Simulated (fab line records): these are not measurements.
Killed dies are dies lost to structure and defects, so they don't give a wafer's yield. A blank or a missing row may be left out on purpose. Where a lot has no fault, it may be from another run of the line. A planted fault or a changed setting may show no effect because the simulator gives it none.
Matching of chambers | flow gf180mcu | GF_V4_CMP_26 on cmp-02: 3 sister chambers
The step polishes, stops on SiO2, t overpolish 15 s, target thk 0 nm. 14 wafers are shown with their chamber, then 6 later ones without.

EACH WAFER AND ITS CHAMBER
wafer  | chamber | motor current A (A) | time to endpoint s (s) | overpolish run s (s)
L439.1 | 2       | 10.4                | 78                     | 14.993
L439.3 | 3       | 10.3                | 77                     | 15.010
L439.4 | 1       | 13.5                | 83                     | 15.000
L440.2 | 3       | 10.0                | 77                     | 14.996
L440.4 | 2       | 10.0                | 81                     | 15.010
L440.6 | 2       | 10.4                | 78                     | 15.004
L441.1 | 1       | 14.0                | 88                     | 14.987
L441.5 | 1       | 13.6                | 88                     | 14.993
L441.6 | 2       | 9.9                 | 82                     | 15.004
L442.3 | 1       | 13.6                | 88                     | 14.985
L442.4 | 3       | 9.8                 | 79                     | 14.988
L442.6 | 1       | 14.7                | 87                     | 14.985
L452.2 | 1       | 13.8                | 88                     | 14.989
L452.3 | 3       | 9.8                 | 77                     | 15.004

SIGNATURES (means of the wafers above)
reading            | chamber 1 | chamber 2 | chamber 3 | scatter within a chamber
motor current A    | 13.867    | 10.175    | 9.975     | 0.353
time to endpoint s | 87.00     | 79.75     | 77.50     | 1.8
overpolish run s   | 14.98983  | 15.00275  | 14.99950  | 0.00735
Rule: distance of a wafer from a chamber = root of the sum over the readings of ((wafer's reading minus chamber's mean) / reading's scatter) squared. If the next closest chamber is less than 2 further off than the closest, the wafer can't be placed; otherwise it belongs to the closest. The scatter is the square root of a quotient: the sum, over the shown wafers, of each reading's squared deviation from its chamber's mean, divided by wafers minus chambers.

WAFERS WITHOUT THEIR CHAMBER
wafer  | motor current A (A) | time to endpoint s (s) | overpolish run s (s)
L452.6 | 10.1                | 77                     | 15.005
L457.1 | 9.4                 | 80                     | 14.996
L457.3 | 10.4                | 78                     | 15.001
L457.4 | 15.3                | 87                     | 15.003
L459.2 | 10.2                | 81                     | 15.000
L459.5 | 9.7                 | 81                     | 15.009

WHICH CHAMBER EACH WENT THROUGH
wafer  | from the rows above     | in truth
L452.6 | can't be placed: 3 or 2 | 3
L457.1 | can't be placed: 3 or 2 | 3
L457.3 | can't be placed: 2 or 3 | 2
L457.4 | 1                       | 1
L459.2 | can't be placed: 2 or 3 | 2
L459.5 | can't be placed: 2 or 3 | 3
Correctly placed: 1 of 6. Can't be placed from these rows: 5 (the true chamber is among the candidates in 5). Placed wrongly: 0.
